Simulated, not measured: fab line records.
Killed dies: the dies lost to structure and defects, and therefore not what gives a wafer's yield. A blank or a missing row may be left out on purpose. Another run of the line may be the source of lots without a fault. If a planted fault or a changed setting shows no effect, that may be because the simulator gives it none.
Problem report, 8D (eight disciplines) form, completed by code || flow sky130 || the parts of the form that need people (team, actions taken, sign-off) are left out

== 1. THE ISSUE ==
SD_N_RS at SKY_SD_N_RS_MEAS_16 reads a mean of 70.81 ohm/sq on 6 wafers of 2 lots; wafers without a fault read 68.60 ohm/sq with a standard deviation of 0.11. That puts it +20 standard deviations away from the usual mean.
The step: measures by four-point-probe.
Seen first at day 33 03:44 on film metro-02, wafer L686.1. At this step, 33 wafers from 11 lots have a number in the record. The rule behind "out" and "out of limits": a value lying over 4 standard deviations away from the usual mean. Any other wafer with a number is counted as sound.

== 2. WHAT IT IS AND WHAT IT IS NOT ==
{"question": "which readings at this step", "is": "SD_N_RS", "is not": "-"}
{"question": "which lots", "is": "L686, L688", "is not": "L671, L672, L673, L675, L677, L687, L689, L691, L693"}
{"question": "which wafers of those lots", "is": "all that have a number", "is not": "-"}
{"question": "read on which gauges", "is": "film metro-02, film metro-04", "is not": "film metro-01"}
{"question": "when", "is": "from day 33 03:44", "is not": "up to then (15 sound wafers); but 12 sound wafers of L687, L689, L691, L693 came after"}

== 3. SUSPECTS, AND WHAT RULES EACH OUT ==
Counting: a tool at a process step up to the reading stays a suspect if it ran every lot that is out and no sound lot after the first of them.
- the gauge at SKY_SD_N_RS_MEAS_16 is ruled out. Those wafers that are out were read across 2 gauges (film metro-02, film metro-04).
- rtp anneal-01 at SKY_SD_N_RTA_14 (time 2 s): kept. It processed each lot that is out, first L686 at day 33 03:33, and no sound lot thereafter; up to then, the last sound lot it processed was L677 at day 30 08:44. Its own lamp power pct readings are out on those wafers.
Remaining after the count: rtp anneal-01 at SKY_SD_N_RTA_14.

== 4. THE CAUSE (what the simulator had put in) ==
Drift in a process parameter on rtp anneal-01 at SKY_SD_N_RTA_14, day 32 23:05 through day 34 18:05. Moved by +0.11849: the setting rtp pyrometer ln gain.
The count eliminated every tool but this one.

== 5. THE EFFECT CHAIN, in route order ==
One row per reading whose mean, taken over the struck wafers that have a number, lies over 3 standard deviations from the usual. Only readings for which the record gives a usual standard deviation are gone through. hours: the time from each lot's start at the first step in this table that gives one to its start at this step, as a median over the lots. sigmas: the change in usual standard deviations.
{"hours": 0, "step": "SKY_SD_N_RTA_14", "reading": "lamp power pct", "usual": "15.73 %", "on struck wafers": 15.23, "change": -0.50, "sigmas": -9.3}
{"hours": 0, "step": "SKY_SD_N_RS_MEAS_16", "reading": "SD_N_RS", "usual": "68.60 ohm/sq", "on struck wafers": 70.81, "change": "+2.21", "sigmas": "+20"}
{"hours": 6, "step": "SKY_SD_N_RS_MEAS_17", "reading": "SD_P_RS", "usual": "147.1 ohm/sq", "on struck wafers": 159.6, "change": "+12.5", "sigmas": "+34"}
Its process steps:
- SKY_SD_N_RTA_14: time 2 s.

== 6. WHAT WOULD HAVE CAUGHT IT SOONER ==
5 hours passed between the start of the fault at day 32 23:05 and the first reading out of limits at a measuring or inspecting step in this record, taken at day 33 03:44.
At SKY_SD_N_RTA_14, the tool's own readings (lamp power pct) were out on each struck wafer the step has a row for, so an alarm limit on them would have fired on the first such wafer.
L688, from the lots that are out (2), started SKY_SD_N_RTA_14 on rtp anneal-01 later than day 33 03:44. Had the tool been put on hold then, it would have been spared.
